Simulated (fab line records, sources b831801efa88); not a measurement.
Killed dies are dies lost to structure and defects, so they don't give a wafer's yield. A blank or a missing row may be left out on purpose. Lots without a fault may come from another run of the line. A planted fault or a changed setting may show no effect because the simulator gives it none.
Which tool did it? | flow sfq_line | 12 lots, 36 wafers sampled, at 3 steps of a route of 325

WHAT THE GAUGES READ, wafer by wafer
The record holds no reading of a measuring or inspecting step that can be judged against a usual standard deviation.

WHICH TOOL RAN EACH LOT (tool, then ch and the chambers of the sampled wafers, then the start)
lot  | SFQ_TRILAYER_I1_CMP_CMP_046   | SFQ_TRILAYER_I1_METRO_MEASURE_047 | SFQ_TRILAYER_I1_VIA_ETCH_VIA_ETCH_052
L473 | cmp-02 ch 0,1, day 23 22:51   | film_metro-03, day 24 01:58       | rie_diel-01 ch 1,2, day 24 05:30
L475 | cmp-02 ch 0,1,3, day 25 05:41 | film_metro-02, day 25 07:42       | rie_diel-01 ch 0,2,3, day 26 10:11
L476 | cmp-01 ch 0,2,3, day 25 14:34 | film_metro-02, day 25 17:05       | rie_diel-02 ch 1,3, day 26 12:35
L477 | cmp-02 ch 1,2,3, day 26 00:21 | film_metro-04, day 26 02:58       | rie_diel-03 ch 0,1,3, day 26 17:23
L478 | cmp-01 ch 0,1,2, day 26 10:27 | film_metro-02, day 26 12:46       | rie_diel-01 ch 0,2, day 27 02:59
L480 | cmp-01 ch 0,1, day 27 09:28   | film_metro-03, day 27 12:35       | rie_diel-01 ch 1,2,3, day 33 19:58
L489 | cmp-02 ch 2,3, day 30 06:20   | film_metro-02, day 30 09:09       | rie_diel-01 ch 0,3, day 36 15:19
L492 | cmp-01 ch 0,1, day 31 19:20   | film_metro-02, day 31 22:52       | rie_diel-01 ch 1,2, day 38 08:21
L493 | cmp-01 ch 0,1,2, day 32 01:20 | film_metro-02, day 32 04:28       | rie_diel-01 ch 0,1,2, day 38 14:21
L494 | cmp-02 ch 0,3, day 32 15:36   | film_metro-02, day 32 18:55       | rie_diel-02 ch 0,1,2, day 39 02:21
L495 | cmp-01 ch 0,1,2, day 33 04:46 | film_metro-04, day 33 07:53       | rie_diel-02 ch 0,1,3, day 39 16:45
L496 | cmp-01 ch 0,2,3, day 33 14:16 | film_metro-03, day 33 16:53       | rie_diel-03 ch 0,3, day 40 01:35
- SFQ_TRILAYER_I1_CMP_CMP_046: polishes SiO2.
- SFQ_TRILAYER_I1_METRO_MEASURE_047
- SFQ_TRILAYER_I1_VIA_ETCH_VIA_ETCH_052: etches SiO2 in CHF3, stops on Nb, target depth 260 nm.

WHAT THE TOOLS THEMSELVES READ (means of the sampled wafers that have a number; where no wafer has one, the mark that the record gives instead)
SFQ_TRILAYER_I1_CMP_CMP_046.
lot  | tool   | motor_current_A (A) | slurry_flow_ml_min | time_to_endpoint_s (s)
L473 | cmp-02 | 9.8                 | 150.3              | 218
L475 | cmp-02 | 9.5                 | 150.0              | 226
L476 | cmp-01 | 10.9                | 150.8              | 218
L477 | cmp-02 | 10.1                | 149.9              | 215
L478 | cmp-01 | 9.9                 | 150.1              | 214
L480 | cmp-01 | 9.6                 | 150.0              | 226
L489 | cmp-02 | 9.4                 | 149.8              | 214
L492 | cmp-01 | 10.5                | 149.7              | 215
L493 | cmp-01 | 9.9                 | 150.1              | 223
L494 | cmp-02 | 9.1                 | 149.5              | 217
L495 | cmp-01 | 9.7                 | 150.0              | 212
L496 | cmp-01 | 10.9                | 150.0              | 213

SFQ_TRILAYER_I1_METRO_MEASURE_047.
lot  | tool          | thk_nm (nm)
L473 | film_metro-03 | 200.7
L475 | film_metro-02 | 199.8
L476 | film_metro-02 | 200.4
L477 | film_metro-04 | 200.4
L478 | film_metro-02 | 198.8
L480 | film_metro-03 | 182.6
L489 | film_metro-02 | 197.9
L492 | film_metro-02 | 200.6
L493 | film_metro-02 | 200.4
L494 | film_metro-02 | 200.4
L495 | film_metro-04 | 200.1
L496 | film_metro-03 | 199.6

SFQ_TRILAYER_I1_VIA_ETCH_VIA_ETCH_052.
lot  | tool        | drypump_motor_current_A (A) | oes_product_au (a.u.)
L473 | rie_diel-01 | 5.4                         | 0.850
L475 | rie_diel-01 | 6.2                         | 0.852
L476 | rie_diel-02 | 5.4                         | 0.858
L477 | rie_diel-03 | 6.3                         | 0.857
L478 | rie_diel-01 | 6.2                         | 0.857
L480 | rie_diel-01 | 6.1                         | 0.812
L489 | rie_diel-01 | 5.8                         | 0.852
L492 | rie_diel-01 | 6.1                         | 0.859
L493 | rie_diel-01 | 5.6                         | 0.853
L494 | rie_diel-02 | 5.5                         | 0.856
L495 | rie_diel-02 | 5.6                         | 0.854
L496 | rie_diel-03 | 6.0                         | 0.858

THE ANSWER, worked out from the rows above alone
Rule: what is usual is taken from the lots themselves. Put in order of their means at a reading, lots are off if they are a third of the lots or fewer, leave a main group of 4 or more, and stand apart from it by a gap of 3 or more times the standard deviation of the main group's means; of several such gaps the widest counts. A main group whose means are all the same, to the digits that the tables above print for the reading, isn't used. A lot without any number at a reading at which 4 lots or more have one is off too. The other lots that the step has rows for count as sound. The gauges are gone through in route order, then the tools' own readings, and for those a lot's mean is taken as printed above. The first step at which some lot is off is used, and at that step the reading that is off furthest; a lot without a number counts as furthest.
Off: L480, at SFQ_TRILAYER_I1_METRO_MEASURE_047 (thk_nm). The main group: mean 199.9 nm, standard deviation 0.82.
A tool fits if, at that step or a process step before it, it ran every lot that is off, and no sound lot after the first of them. None of those tried fits.

WHAT THE SIMULATOR HAD PUT IN
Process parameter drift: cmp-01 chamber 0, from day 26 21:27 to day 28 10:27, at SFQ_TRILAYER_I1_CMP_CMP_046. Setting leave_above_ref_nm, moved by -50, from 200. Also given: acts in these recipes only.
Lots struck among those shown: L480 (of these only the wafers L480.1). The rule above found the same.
